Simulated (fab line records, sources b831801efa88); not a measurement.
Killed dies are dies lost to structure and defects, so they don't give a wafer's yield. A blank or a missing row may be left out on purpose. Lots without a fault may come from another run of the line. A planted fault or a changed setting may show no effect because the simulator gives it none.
A struck lot beside a sound one | flow sky130 | 16 steps out of a route of 708
Sound: wafers L879.2, L879.4, L879.6. Struck: wafers L886.1, L886.5, L886.6. The cause comes at the end.
At each step with rows: each side's tool, then ch and its chambers, then its first start. Under that, the readings that differ: sound wafers | struck wafers | difference of the means | sigmas: that difference in standard deviations of wafers without a fault.
alike: readings whose means differ by less than 2 such deviations, and words and numbers that are the same on both sides. not compared: withheld readings, readings that some wafer has no value for, bounds like >300 that may hide the same value, and numbers for which the record gives no deviation and whose values overlap.
The two part at a step that has a row with sigmas, a row that says differs or no value, or rows on one side only. Numbers that don't overlap but have no deviation are shown without sigmas and don't part them. A reading that every wafer of one side lacks parts them only if that side has two wafers or more.

first, 2 steps without rows for these wafers: SKY_METAL4_PEB_11; SKY_METAL4_DEVELOP_12 (develop time 60 s).
SKY_METAL4_CD_MEAS_13: target cd 300 nm.
  sound on cd_sem-01, day 42 02:38; struck on cd_sem-01, day 43 22:43
  alike: cd_nm
SKY_METAL4_OVL_MEAS_14:
  sound on overlay-01, day 42 02:45; struck on overlay-01, day 43 22:50
  reading         | sound | struck   | difference | sigmas
  METAL4_OVL (nm) | 6 9 8 | -3 -8 -5 | -13        | -2
SKY_METAL4_DESCUM_15: chemistry O2, time 8 s.
  sound on rie_metal-04 ch 0,1, day 42 02:47; struck on rie_metal-04 ch 0,1, day 43 22:53
  alike: drypump_motor_current_A, oes_product_au, rf_fwd_power_W
  not compared: rf_hours_counter_h
then, 1 step without rows for these wafers: SKY_METAL4_ETCH_16 (etches BARC in N2/H2, stops on SiO2, time 88.2 s, target depth 60 nm).
SKY_METAL4_ETCH_17: etches SiO2 in C4F8/O2/Ar, stops on TiN, time 3.9 s, target depth 15 nm.
  sound on rie_diel-04 ch 0,3, day 42 02:55; struck on rie_diel-02 ch 0,1,3, day 43 23:01
  alike: oes_product_au, rf_fwd_power_W
  not compared: rf_hours_counter_h
SKY_METAL4_METAL_ETCH_18: etches the open film in Cl2/BCl3, stops on SiO2, target depth 845 nm, time 183.1 s.
  sound on rie_metal-03 ch 0, day 42 02:56; struck on rie_metal-02 ch 0,1, day 43 23:02
  reading            | sound       | struck      | difference | sigmas
  rf_fwd_power_W (W) | 907 904 907 | 891 891 900 | -12        | -4
  alike: drypump_motor_current_A, oes_product_au, throttle_valve_pct
  not compared: rf_hours_counter_h
SKY_METAL4_STRIP_19: strips in O2/N2.
  sound on plasma_asher-03 ch 0,1, day 42 03:06; struck on plasma_asher-03 ch 0,1, day 43 23:12
  alike: drypump_motor_current_A, oes_product_au, strip_time_to_endpoint_s
  not compared: rf_hours_counter_h
then, 3 steps without rows for these wafers: SKY_METAL4_STRIP_20 (strips in post etch residue remover, time 1200 s); SKY_METAL4_CLEAN_21 (cleans in IPA, time 180 s); SKY_METAL4_CLEAN_22 (cleans in O3/DIW).
SKY_VIA4_HDPCVD_00: deposits SiO2, target thk 1750 nm, time 291.7 s.
  sound on hdpcvd-02 ch 0,1,2, day 42 03:42; struck on hdpcvd-02 ch 0,1, day 43 23:48
  reading                                  | sound          | struck         | difference | sigmas
  model.SiO2_of_VIA4_HDPCVD_00.thk_nm (nm) | 1772 1775 1755 | 3249 3250 3251 | +1483      |
SKY_VIA4_THK_MEAS_01:
  sound on film_metro-04, day 42 03:53; struck on film_metro-01, day 43 23:58
  reading              | sound          | struck         | difference | sigmas
  VIA4_HDPCVD_THK (nm) | 1772 1775 1754 | 3248 3250 3251 | +1483      | +93
SKY_VIA4_CMP_02: polishes SiO2.
  sound on cmp-02 ch 0,1,3, day 42 03:56; struck on cmp-02 ch 1,2, day 44 00:02
  alike: motor_current_A, slurry_filter_dp_kPa
-- the record jumps here: 4 days lie between the struck wafers' starts before and after (it left off in module VIA4 and takes up again in module PAD_OPEN, whose first step shown is number 708 of the route) --
SKY_PAD_OPEN_PROBE_99:
  sound on prober-02, day 46 04:02; struck on prober-01, day 47 16:49
  reading            | sound    | struck   | difference | sigmas
  killed_at_M0_to_M3 | 29 43 39 | 53 52 49 | +14        | +2
  killed_at_M4_up    | 5 7 5    | 3 0 2    | -4         | -2
  alike: defect_limited_yield, killed_at_contacts, killed_at_front_end, killed_at_other, killed_dies, killed_open, killed_short, sort_bin_3_pad_short, sort_bin_5_function, sort_bin_6_memory, sort_n_pass, sort_yield_pct

WHERE THEY PART
First at SKY_METAL4_OVL_MEAS_14; last, within this record, at SKY_PAD_OPEN_PROBE_99.

WHY: what the simulator had put in
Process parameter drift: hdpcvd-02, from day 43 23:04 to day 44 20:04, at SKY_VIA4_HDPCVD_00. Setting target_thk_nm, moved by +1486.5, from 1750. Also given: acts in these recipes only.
